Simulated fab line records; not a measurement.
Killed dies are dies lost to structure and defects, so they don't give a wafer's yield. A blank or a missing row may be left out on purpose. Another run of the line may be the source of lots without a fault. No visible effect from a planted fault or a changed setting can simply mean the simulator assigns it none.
The tool behind it: which one? || flow gf180mcu || 24 lots, 72 wafers sampled, at 4 steps of a route of 602

== WHAT THE GAUGES READ, wafer by wafer ==
GF_HV_LDD_TW_MEAS_11.
{"lot": "L074", "measured": "day 10 02:58", "on": "filmMetro-02", "HV_LDD_TW": "2409 2415 2406"}
{"lot": "L075", "measured": "day 10 05:09", "on": "filmMetro-01", "HV_LDD_TW": "2407 2412 2388"}
{"lot": "L076", "measured": "day 10 10:38", "on": "filmMetro-01", "HV_LDD_TW": "2400 2400 2405"}
{"lot": "L077", "measured": "day 10 21:17", "on": "filmMetro-04", "HV_LDD_TW": "2446 2426 2433"}
{"lot": "L078", "measured": "day 11 08:44", "on": "filmMetro-01", "HV_LDD_TW": "2406 2400 2401"}
{"lot": "L079", "measured": "day 11 14:46", "on": "filmMetro-01", "HV_LDD_TW": "2412 2400 2415"}
{"lot": "L080", "measured": "day 11 18:31", "on": "filmMetro-04", "HV_LDD_TW": "2435 2429 2420"}
{"lot": "L081", "measured": "day 12 05:11", "on": "filmMetro-02", "HV_LDD_TW": "2415 2409 2399"}
{"lot": "L082", "measured": "day 12 11:44", "on": "filmMetro-04", "HV_LDD_TW": "2430 2429 2430"}
{"lot": "L083", "measured": "day 12 18:07", "on": "filmMetro-02", "HV_LDD_TW": "2435 2419 2414"}
{"lot": "L084", "measured": "day 13 01:46", "on": "filmMetro-04", "HV_LDD_TW": "2444 2425 2444"}
{"lot": "L085", "measured": "day 13 09:58", "on": "filmMetro-04", "HV_LDD_TW": "2446 2457 2453"}
{"lot": "L086", "measured": "day 13 15:29", "on": "filmMetro-04", "HV_LDD_TW": "2444 2450 2455"}
{"lot": "L087", "measured": "day 13 23:14", "on": "filmMetro-02", "HV_LDD_TW": "2423 2421 2410"}
{"lot": "L088", "measured": "day 14 05:13", "on": "filmMetro-04", "HV_LDD_TW": "2456 2452 2448"}
{"lot": "L089", "measured": "day 14 11:26", "on": "filmMetro-01", "HV_LDD_TW": "2384 2394 2400"}
{"lot": "L090", "measured": "day 14 19:43", "on": "filmMetro-01", "HV_LDD_TW": "2394 2402 2391"}
{"lot": "L091", "measured": "day 15 04:29", "on": "filmMetro-04", "HV_LDD_TW": "2419 2419 2415"}
{"lot": "L092", "measured": "day 16 01:31", "on": "filmMetro-04", "HV_LDD_TW": "2437 2430 2438"}
{"lot": "L093", "measured": "day 16 10:59", "on": "filmMetro-01", "HV_LDD_TW": "2392 2399 2407"}
{"lot": "L094", "measured": "day 16 14:27", "on": "filmMetro-02", "HV_LDD_TW": "2426 2404 2419"}
{"lot": "L095", "measured": "day 16 17:59", "on": "filmMetro-02", "HV_LDD_TW": "2426 2407 2415"}
{"lot": "L096", "measured": "day 16 23:16", "on": "filmMetro-02", "HV_LDD_TW": "2422 2412 2414"}
{"lot": "L097", "measured": "day 17 06:17", "on": "filmMetro-01", "HV_LDD_TW": "2389 2405 2405"}

GF_V4_THK_MEAS_01.
{"lot": "L074", "measured": "day 23 10:37", "on": "filmMetro-02", "V4_CVD_00_THK (nm)": "588 604 595"}
{"lot": "L075", "measured": "day 23 14:12", "on": "filmMetro-01", "V4_CVD_00_THK (nm)": "605 595 603"}
{"lot": "L076", "measured": "day 23 19:41", "on": "filmMetro-04", "V4_CVD_00_THK (nm)": "603 602 603"}
{"lot": "L077", "measured": "day 24 11:32", "on": "filmMetro-02", "V4_CVD_00_THK (nm)": "593 597 595"}
{"lot": "L078", "measured": "day 24 21:11", "on": "filmMetro-01", "V4_CVD_00_THK (nm)": "597 591 593"}
{"lot": "L079", "measured": "day 25 06:09", "on": "filmMetro-02", "V4_CVD_00_THK (nm)": "596 589 595"}
{"lot": "L080", "measured": "day 25 10:51", "on": "filmMetro-02", "V4_CVD_00_THK (nm)": "589 600 599"}
{"lot": "L081", "measured": "day 26 06:00", "on": "filmMetro-01", "V4_CVD_00_THK (nm)": "601 603 596"}
{"lot": "L082", "measured": "day 26 06:48", "on": "filmMetro-02", "V4_CVD_00_THK (nm)": "598 597 588"}
{"lot": "L083", "measured": "day 26 13:53", "on": "filmMetro-01", "V4_CVD_00_THK (nm)": "598 597 597"}
{"lot": "L084", "measured": "day 26 20:38", "on": "filmMetro-04", "V4_CVD_00_THK (nm)": "592 603 601"}
{"lot": "L085", "measured": "day 27 06:25", "on": "filmMetro-04", "V4_CVD_00_THK (nm)": "602 600 605"}
{"lot": "L086", "measured": "day 27 12:23", "on": "filmMetro-01", "V4_CVD_00_THK (nm)": "592 598 607"}
{"lot": "L087", "measured": "day 27 19:20", "on": "filmMetro-02", "V4_CVD_00_THK (nm)": "605 604 599"}
{"lot": "L088", "measured": "day 28 00:57", "on": "filmMetro-04", "V4_CVD_00_THK (nm)": "602 591 602"}
{"lot": "L089", "measured": "day 28 05:39", "on": "filmMetro-01", "V4_CVD_00_THK (nm)": "606 603 603"}
{"lot": "L090", "measured": "day 28 12:46", "on": "filmMetro-04", "V4_CVD_00_THK (nm)": "590 591 597"}
{"lot": "L091", "measured": "day 29 07:51", "on": "filmMetro-04", "V4_CVD_00_THK (nm)": "606 605 604"}
{"lot": "L092", "measured": "day 29 16:37", "on": "filmMetro-04", "V4_CVD_00_THK (nm)": "598 598 589"}
{"lot": "L093", "measured": "day 30 00:46", "on": "filmMetro-04", "V4_CVD_00_THK (nm)": "596 595 602"}
{"lot": "L094", "measured": "day 30 03:25", "on": "filmMetro-04", "V4_CVD_00_THK (nm)": "600 595 590"}
{"lot": "L095", "measured": "day 30 07:41", "on": "filmMetro-01", "V4_CVD_00_THK (nm)": "590 607 595"}
{"lot": "L096", "measured": "day 30 09:56", "on": "filmMetro-04", "V4_CVD_00_THK (nm)": "602 603 602"}
{"lot": "L097", "measured": "day 30 15:03", "on": "filmMetro-01", "V4_CVD_00_THK (nm)": "603 600 602"}

== TOOL THAT RAN EACH LOT (tool first, then ch and the chambers of the sampled wafers, then the start) ==
{"lot": "L074", "GF_M2_METAL_ETCH_16": "rieMetal-02 ch 0,1, day 19 05:25", "GF_V2_CVD_02": "pecvd-01 ch 0,1, day 19 06:11"}
{"lot": "L075", "GF_M2_METAL_ETCH_16": "rieMetal-02 ch 0,1, day 19 09:01", "GF_V2_CVD_02": "pecvd-01 ch 0,1,2, day 19 09:47"}
{"lot": "L076", "GF_M2_METAL_ETCH_16": "rieMetal-04 ch 0,1, day 19 15:39", "GF_V2_CVD_02": "pecvd-01 ch 0,1,2, day 19 16:45"}
{"lot": "L077", "GF_M2_METAL_ETCH_16": "rieMetal-02 ch 0,1, day 20 08:36", "GF_V2_CVD_02": "pecvd-01 ch 0,1,2, day 20 09:20"}
{"lot": "L078", "GF_M2_METAL_ETCH_16": "rieMetal-02 ch 0,1, day 20 21:07", "GF_V2_CVD_02": "pecvd-02 ch 0,1,2, day 20 21:58"}
{"lot": "L079", "GF_M2_METAL_ETCH_16": "rieMetal-03 ch 0,1, day 21 05:19", "GF_V2_CVD_02": "pecvd-02 ch 0,1,2, day 21 06:05"}
{"lot": "L080", "GF_M2_METAL_ETCH_16": "rieMetal-04 ch 0,1, day 21 09:46", "GF_V2_CVD_02": "pecvd-02 ch 0,2, day 21 10:32"}
{"lot": "L081", "GF_M2_METAL_ETCH_16": "rieMetal-03 ch 0,1, day 22 07:12", "GF_V2_CVD_02": "pecvd-01 ch 0,1, day 22 07:57"}
{"lot": "L082", "GF_M2_METAL_ETCH_16": "rieMetal-04 ch 0,1, day 22 07:51", "GF_V2_CVD_02": "pecvd-02 ch 1,2, day 22 08:36"}
{"lot": "L083", "GF_M2_METAL_ETCH_16": "rieMetal-04 ch 0,1, day 22 14:58", "GF_V2_CVD_02": "pecvd-02 ch 1,2, day 22 15:45"}
{"lot": "L084", "GF_M2_METAL_ETCH_16": "rieMetal-03 ch 0,1, day 23 00:25", "GF_V2_CVD_02": "pecvd-03 ch 0,1, day 23 01:13"}
{"lot": "L085", "GF_M2_METAL_ETCH_16": "rieMetal-04 ch 0,1, day 23 10:22", "GF_V2_CVD_02": "pecvd-02 ch 0,2, day 23 11:09"}
{"lot": "L086", "GF_M2_METAL_ETCH_16": "rieMetal-04 ch 0,1, day 23 17:25", "GF_V2_CVD_02": "pecvd-02 ch 0,1,2, day 23 18:13"}
{"lot": "L087", "GF_M2_METAL_ETCH_16": "rieMetal-04 ch 0,1, day 24 01:10", "GF_V2_CVD_02": "pecvd-03 ch 0,1,2, day 24 01:58"}
{"lot": "L088", "GF_M2_METAL_ETCH_16": "rieMetal-04 ch 0,1, day 24 06:52", "GF_V2_CVD_02": "pecvd-01 ch 0,1, day 24 07:41"}
{"lot": "L089", "GF_M2_METAL_ETCH_16": "rieMetal-02 ch 0,1, day 24 11:22", "GF_V2_CVD_02": "pecvd-02 ch 1,2, day 24 12:13"}
{"lot": "L090", "GF_M2_METAL_ETCH_16": "rieMetal-04 ch 0, day 24 20:28", "GF_V2_CVD_02": "pecvd-03 ch 0,1, day 24 21:16"}
{"lot": "L091", "GF_M2_METAL_ETCH_16": "rieMetal-04 ch 0,1, day 25 07:36", "GF_V2_CVD_02": "pecvd-01 ch 0,1, day 25 08:20"}
{"lot": "L092", "GF_M2_METAL_ETCH_16": "rieMetal-04 ch 0,1, day 26 02:40", "GF_V2_CVD_02": "pecvd-03 ch 0,1,2, day 26 03:26"}
{"lot": "L093", "GF_M2_METAL_ETCH_16": "rieMetal-04 ch 1, day 26 12:23", "GF_V2_CVD_02": "pecvd-02 ch 0,1,2, day 26 13:18"}
{"lot": "L094", "GF_M2_METAL_ETCH_16": "rieMetal-03 ch 0,1, day 26 14:23", "GF_V2_CVD_02": "pecvd-02 ch 0,1,2, day 26 15:10"}
{"lot": "L095", "GF_M2_METAL_ETCH_16": "rieMetal-02 ch 0,1, day 26 17:39", "GF_V2_CVD_02": "pecvd-03 ch 0,1,2, day 26 18:25"}
{"lot": "L096", "GF_M2_METAL_ETCH_16": "rieMetal-03 ch 0,1, day 26 22:52", "GF_V2_CVD_02": "pecvd-03 ch 0,1,2, day 26 23:38"}
{"lot": "L097", "GF_M2_METAL_ETCH_16": "rieMetal-04 ch 0,1, day 27 03:37", "GF_V2_CVD_02": "pecvd-03 ch 0,1,2, day 27 04:23"}
- GF_M2_METAL_ETCH_16: etches the open film in Cl2/BCl3, stops on SiO2, target depth 627.5 nm, time 104.6 s.
- GF_V2_CVD_02: deposits SiO2 from TEOS, target thk 850 nm, time 94.851 s.

== AS READ BY THE TOOLS THEMSELVES (means over the sampled wafers that have a number; for cases with no such wafer, the mark the record gives instead) ==
GF_M2_METAL_ETCH_16.
{"lot": "L074", "tool": "rieMetal-02", "drypumpMotorCurrentA (A)": 5.9, "oesProductAu (a.u.)": 0.978, "throttleValvePct (%)": 28.252}
{"lot": "L075", "tool": "rieMetal-02", "drypumpMotorCurrentA (A)": 5.7, "oesProductAu (a.u.)": 0.968, "throttleValvePct (%)": 28.255}
{"lot": "L076", "tool": "rieMetal-04", "drypumpMotorCurrentA (A)": 5.5, "oesProductAu (a.u.)": 0.970, "throttleValvePct (%)": 28.254}
{"lot": "L077", "tool": "rieMetal-02", "drypumpMotorCurrentA (A)": 5.7, "oesProductAu (a.u.)": 0.978, "throttleValvePct (%)": 28.245}
{"lot": "L078", "tool": "rieMetal-02", "drypumpMotorCurrentA (A)": 5.8, "oesProductAu (a.u.)": 0.975, "throttleValvePct (%)": 28.241}
{"lot": "L079", "tool": "rieMetal-03", "drypumpMotorCurrentA (A)": 5.7, "oesProductAu (a.u.)": 0.967, "throttleValvePct (%)": 28.258}
{"lot": "L080", "tool": "rieMetal-04", "drypumpMotorCurrentA (A)": 5.5, "oesProductAu (a.u.)": 0.973, "throttleValvePct (%)": 28.249}
{"lot": "L081", "tool": "rieMetal-03", "drypumpMotorCurrentA (A)": 5.7, "oesProductAu (a.u.)": 0.981, "throttleValvePct (%)": 28.236}
{"lot": "L082", "tool": "rieMetal-04", "drypumpMotorCurrentA (A)": 5.5, "oesProductAu (a.u.)": 0.967, "throttleValvePct (%)": 28.251}
{"lot": "L083", "tool": "rieMetal-04", "drypumpMotorCurrentA (A)": 5.5, "oesProductAu (a.u.)": 0.975, "throttleValvePct (%)": 28.246}
{"lot": "L084", "tool": "rieMetal-03", "drypumpMotorCurrentA (A)": 5.7, "oesProductAu (a.u.)": 0.977, "throttleValvePct (%)": 28.249}
{"lot": "L085", "tool": "rieMetal-04", "drypumpMotorCurrentA (A)": 5.5, "oesProductAu (a.u.)": 0.966, "throttleValvePct (%)": 28.247}
{"lot": "L086", "tool": "rieMetal-04", "drypumpMotorCurrentA (A)": 5.5, "oesProductAu (a.u.)": 0.972, "throttleValvePct (%)": 28.252}
{"lot": "L087", "tool": "rieMetal-04", "drypumpMotorCurrentA (A)": 5.5, "oesProductAu (a.u.)": 0.974, "throttleValvePct (%)": 28.249}
{"lot": "L088", "tool": "rieMetal-04", "drypumpMotorCurrentA (A)": 5.5, "oesProductAu (a.u.)": 0.972, "throttleValvePct (%)": 28.251}
{"lot": "L089", "tool": "rieMetal-02", "drypumpMotorCurrentA (A)": 5.9, "oesProductAu (a.u.)": 0.980, "throttleValvePct (%)": 28.251}
{"lot": "L090", "tool": "rieMetal-04", "drypumpMotorCurrentA (A)": 5.3, "oesProductAu (a.u.)": 0.964, "throttleValvePct (%)": 28.252}
{"lot": "L091", "tool": "rieMetal-04", "drypumpMotorCurrentA (A)": 5.5, "oesProductAu (a.u.)": 0.970, "throttleValvePct (%)": 28.246}
{"lot": "L092", "tool": "rieMetal-04", "drypumpMotorCurrentA (A)": 5.5, "oesProductAu (a.u.)": 0.961, "throttleValvePct (%)": 28.263}
{"lot": "L093", "tool": "rieMetal-04", "drypumpMotorCurrentA (A)": 5.6, "oesProductAu (a.u.)": 0.976, "throttleValvePct (%)": 28.242}
{"lot": "L094", "tool": "rieMetal-03", "drypumpMotorCurrentA (A)": 5.7, "oesProductAu (a.u.)": 0.980, "throttleValvePct (%)": 28.241}
{"lot": "L095", "tool": "rieMetal-02", "drypumpMotorCurrentA (A)": 5.8, "oesProductAu (a.u.)": 0.972, "throttleValvePct (%)": 28.251}
{"lot": "L096", "tool": "rieMetal-03", "drypumpMotorCurrentA (A)": 6.1, "oesProductAu (a.u.)": 0.970, "throttleValvePct (%)": 28.248}
{"lot": "L097", "tool": "rieMetal-04", "drypumpMotorCurrentA (A)": 5.4, "oesProductAu (a.u.)": 0.972, "throttleValvePct (%)": 28.242}

GF_V2_CVD_02.
{"lot": "L074", "tool": "pecvd-01", "heaterPowerW (W)": 688}
{"lot": "L075", "tool": "pecvd-01", "heaterPowerW (W)": 606}
{"lot": "L076", "tool": "pecvd-01", "heaterPowerW (W)": 542}
{"lot": "L077", "tool": "pecvd-01", "heaterPowerW (W)": 587}
{"lot": "L078", "tool": "pecvd-02", "heaterPowerW (W)": 583}
{"lot": "L079", "tool": "pecvd-02", "heaterPowerW (W)": 560}
{"lot": "L080", "tool": "pecvd-02", "heaterPowerW (W)": 625}
{"lot": "L081", "tool": "pecvd-01", "heaterPowerW (W)": 633}
{"lot": "L082", "tool": "pecvd-02", "heaterPowerW (W)": 508}
{"lot": "L083", "tool": "pecvd-02", "heaterPowerW (W)": 584}
{"lot": "L084", "tool": "pecvd-03", "heaterPowerW (W)": 521}
{"lot": "L085", "tool": "pecvd-02", "heaterPowerW (W)": 633}
{"lot": "L086", "tool": "pecvd-02", "heaterPowerW (W)": 573}
{"lot": "L087", "tool": "pecvd-03", "heaterPowerW (W)": 621}
{"lot": "L088", "tool": "pecvd-01", "heaterPowerW (W)": 632}
{"lot": "L089", "tool": "pecvd-02", "heaterPowerW (W)": 605}
{"lot": "L090", "tool": "pecvd-03", "heaterPowerW (W)": 580}
{"lot": "L091", "tool": "pecvd-01", "heaterPowerW (W)": 600}
{"lot": "L092", "tool": "pecvd-03", "heaterPowerW (W)": 566}
{"lot": "L093", "tool": "pecvd-02", "heaterPowerW (W)": 570}
{"lot": "L094", "tool": "pecvd-02", "heaterPowerW (W)": 606}
{"lot": "L095", "tool": "pecvd-03", "heaterPowerW (W)": 576}
{"lot": "L096", "tool": "pecvd-03", "heaterPowerW (W)": 634}
{"lot": "L097", "tool": "pecvd-03", "heaterPowerW (W)": 602}

== THE ANSWER, worked out from the rows above alone ==
Rule: the usual values come from the lots themselves. Put in order of their means at a reading, lots are off if they are a third of the lots or fewer, leave a main group of 4 or more, and stand apart from it by a gap of 3 or more times the standard deviation of the main group's means; of several such gaps the widest counts. Not used: any main group whose means are identical at the precision the tables above print for the reading. A lot without any number at a reading at which 4 lots or more have one is off too. All remaining lots with rows at the step are treated as sound. First the gauges in route order, then the tools' own readings, where a lot's mean is used as printed above. The first step at which some lot is off is used, and at that step the reading that is off furthest; a lot without a number counts as furthest.
No lot is off on any of the readings shown, so nothing can be concluded from this.

== WHAT THE SIMULATOR PUT IN ==
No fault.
